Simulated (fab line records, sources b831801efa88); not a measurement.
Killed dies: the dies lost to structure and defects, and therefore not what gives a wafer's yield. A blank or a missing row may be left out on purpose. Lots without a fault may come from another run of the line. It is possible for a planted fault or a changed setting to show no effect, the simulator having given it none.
One fault through the eyes of 2 desks	flow sky130	each desk has only its own numbers; what lay behind them comes last

== METROLOGY DESK ==
Lot by lot, what the gauges showed, no matter which tool ran the lot: averages of those sampled wafers that carry a number. The brackets show how far a lot's mean lies from the usual mean; more than 4 standard deviations puts the lot out of limits, marked OUT.
Columns: A = METAL1_ALCU_RS at SKY_METAL1_RS_MEAS_05, usual 0.1263 ohm/sq; B = METAL1_ALCU_THK at SKY_METAL1_THK_MEAS_06, usual 252.6 nm; C = cd nm at SKY_METAL1_CD_MEAS_15, usual 140.1 nm
lot	first seen here	A	B	C
L170	day 32 18:59	0.1259	251.1	138.5
L171	day 33 12:23	0.1276	249.1	140.1
L175	day 34 22:50	0.1256	254.3	142.3
L176	day 35 06:05	0.1271	251.3	141.2
L180	day 36 20:59	0.1246	254.5	140.9
L183	day 37 15:31	0.1212 (-4.3) OUT	266.8 (+5.1) OUT	137.3
L185	day 38 09:43	0.1269	251.8	139.8
L186	day 39 00:02	0.1211 (-4.3) OUT	265.3 (+4.5) OUT	138.4
L187	day 39 11:05	0.1250	254.0	138.6
L189	day 39 16:45	0.1251	254.4	139.5
This desk finds L183, L186 out of limits, with the earliest case on L183 at day 37 15:31 (METAL1_ALCU_RS at SKY_METAL1_RS_MEAS_05). In limits: L170, L171, L175, L176, L180, L185, L187, L189.

== TOOL OWNER'S DESK, pvd sputter-04 ==
The tool's own readings at SKY_METAL1_SPUTTER_02 (material AlCu, target thk 250 nm, time 13.3 s): means of the sampled wafers that have a number, for each lot that ran on this tool. The brackets show how far a lot's mean lies from the usual mean; more than 4 standard deviations puts the lot out of limits, marked OUT.
Columns: A = cathode dc power W at SKY_METAL1_SPUTTER_02, usual 10600 W; B = throttle valve pct at SKY_METAL1_SPUTTER_02, usual 30.1 %
lot	first seen here	A	B
L170	day 32 18:52	10600	30.2
L180	day 36 20:53	10599	30.4
L183	day 37 15:25	11108 (+99 or more) OUT	30.1
L186	day 38 23:56	11108 (+99 or more) OUT	30.3
Finding of this desk: L183, L186 out of limits; the first was L183 at day 37 15:25, on cathode dc power W at SKY_METAL1_SPUTTER_02. In limits: L170, L180.

== PUT TOGETHER ==
The tool owner's desk could have raised an alarm at day 37 15:25, on L183, L186.
The metrology desk could have raised an alarm at day 37 15:31, on L183, L186.
All the named lots went through SKY_METAL1_SPUTTER_02 on pvd sputter-04.

== WHAT THE SIMULATOR PUT IN ==
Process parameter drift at SKY_METAL1_SPUTTER_02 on pvd sputter-04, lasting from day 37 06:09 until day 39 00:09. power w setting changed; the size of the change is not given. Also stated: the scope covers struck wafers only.
Struck lots among those shown: L183, L186.
Fault start to first reading out of limits, in hours, per desk: tool owner, 9; metrology, 9.
